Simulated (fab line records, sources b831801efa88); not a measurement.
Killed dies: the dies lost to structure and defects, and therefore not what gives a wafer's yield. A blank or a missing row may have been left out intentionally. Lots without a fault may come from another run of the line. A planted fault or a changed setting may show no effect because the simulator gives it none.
Which tool was responsible? + flow sky130 + 18 wafers from 6 lots sampled at 4 of the route's 708 steps

## WHAT THE GAUGES SHOWED, per wafer
SKY_VIA1_THK_MEAS_01.
| lot  | measured     | on            | VIA1_HDPCVD_THK (nm) |
|------|--------------|---------------|----------------------|
| L822 | day 34 00:05 | film metro-04 | 1024 1016 1026       |
| L826 | day 35 07:07 | film metro-01 | 1027 1039 1033       |
| L829 | day 36 05:32 | film metro-04 | 1054 1047 1040       |
| L831 | day 37 06:17 | film metro-03 | 1036 1034 1033       |
| L839 | day 39 11:12 | film metro-04 | 1029 1044 1019       |
| L842 | day 39 22:11 | film metro-03 | 1015 1018 1011       |

## TOOL THAT RAN EACH LOT (tool first, then ch and the chambers of the sampled wafers, then the start)
| lot  | SKY_CONTACT_SPUTTER_23       | SKY_METAL1_DESCUM_17              | SKY_METAL1_ETCH_18                |
|------|------------------------------|-----------------------------------|-----------------------------------|
| L822 | pvd sputter-03, day 32 20:03 | rie metal-03 ch 0,1, day 33 23:11 | rie metal-03 ch 0,1, day 33 23:13 |
| L826 | pvd sputter-01, day 34 02:23 | rie metal-03 ch 1, day 35 06:10   | rie metal-03 ch 1, day 35 06:12   |
| L829 | pvd sputter-01, day 35 01:05 | rie metal-03 ch 1, day 36 04:38   | rie metal-03 ch 1, day 36 04:40   |
| L831 | pvd sputter-04, day 36 02:00 | rie metal-02 ch 0,1, day 37 05:23 | rie metal-02 ch 0,1, day 37 05:25 |
| L839 | pvd sputter-01, day 38 08:20 | rie metal-04 ch 0,1, day 39 10:17 | rie metal-04 ch 0,1, day 39 10:20 |
| L842 | pvd sputter-03, day 38 19:29 | rie metal-02 ch 0,1, day 39 21:18 | rie metal-02 ch 0,1, day 39 21:20 |
- SKY_CONTACT_SPUTTER_23: material TiN, target thk 20 nm, time 80 s.
- SKY_METAL1_DESCUM_17: chemistry O2, time 8 s.
- SKY_METAL1_ETCH_18: etches BARC in N2/H2, stops on SiO2, time 45.9 s, target depth 60 nm.

## THE ANSWER, worked out from the rows above alone
Rule: the usual values come from the lots themselves. The widest of any qualifying gaps counts: lots, ordered by their means at a reading, are off when they make up no more than a third of the lots, leave a main group of 4 or more, and stand apart from it by 3 or more times the standard deviation of that group's means. A main group is skipped when, at the precision printed for the reading in the tables above, its means are all equal. Also off: a lot with no number at a reading for which 4 or more lots have one. Any other lot the step has rows for is counted as sound.
Across all readings shown, no lot is off: no conclusion can be drawn from this.

## WHAT HAD BEEN PUT IN BY THE SIMULATOR
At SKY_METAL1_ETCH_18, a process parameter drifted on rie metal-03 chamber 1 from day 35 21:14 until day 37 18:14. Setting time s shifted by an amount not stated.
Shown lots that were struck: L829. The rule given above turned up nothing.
